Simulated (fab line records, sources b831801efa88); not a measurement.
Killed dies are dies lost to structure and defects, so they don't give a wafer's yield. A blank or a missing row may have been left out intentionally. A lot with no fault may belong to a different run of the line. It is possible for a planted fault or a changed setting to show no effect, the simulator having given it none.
Matching of chambers	flow sky130	4 sister chambers for SKY_CONTACT_CMP_27 on cmp-02
The step polishes, stops on SiO2, t overpolish 15 s, target thk 0 nm. 8 wafers are shown with their chamber, then 7 later ones without.

## WAFERS, EACH WITH ITS CHAMBER
wafer	chamber	motor-current-A (A)	overpolish-run-s (s)
L961.1	0	9.8	15.012
L970.5	3	12.4	15.008
L971.1	3	11.6	15.009
L971.4	2	12.6	14.981
L974.3	2	12.5	15.007
L974.5	1	12.2	14.977
L975.2	0	8.9	14.988
L975.3	1	12.7	15.007

## WAFERS MISSING THEIR CHAMBER
wafer	motor-current-A (A)	overpolish-run-s (s)
L975.6	12.2	14.993
L978.4	9.4	15.012
L978.5	9.6	14.990
L978.6	11.9	14.998
L979.1	9.6	14.985
L979.3	12.8	15.006
L979.5	12.6	14.999

## EACH ONE'S CHAMBER
wafer	from the rows above	in truth
L975.6	can't be placed: 1 or 2 or 3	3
L978.4	0	0
L978.5	0	0
L978.6	can't be placed: 3 or 1 or 2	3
L979.1	0	0
L979.3	can't be placed: 2 or 1 or 3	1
L979.5	can't be placed: 2 or 1 or 3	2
Correctly placed: 3 of 7. From these rows, 4 cannot be placed; in 4 the true chamber is one of the candidates. Placed wrongly: 0.
How it was worked out, from the rows above alone: a wafer's distance from a chamber is the root of the sum, over the readings, of the square of ((its reading less the chamber's mean) divided by the reading's scatter). The wafer belongs to the nearest chamber; if the next one is less than 2 further off, it can't be placed. A chamber's mean is the mean of its shown wafers. The scatter: the root of (the sum of the squares of (reading less its chamber's mean) over the shown wafers, divided by (wafers less chambers)).
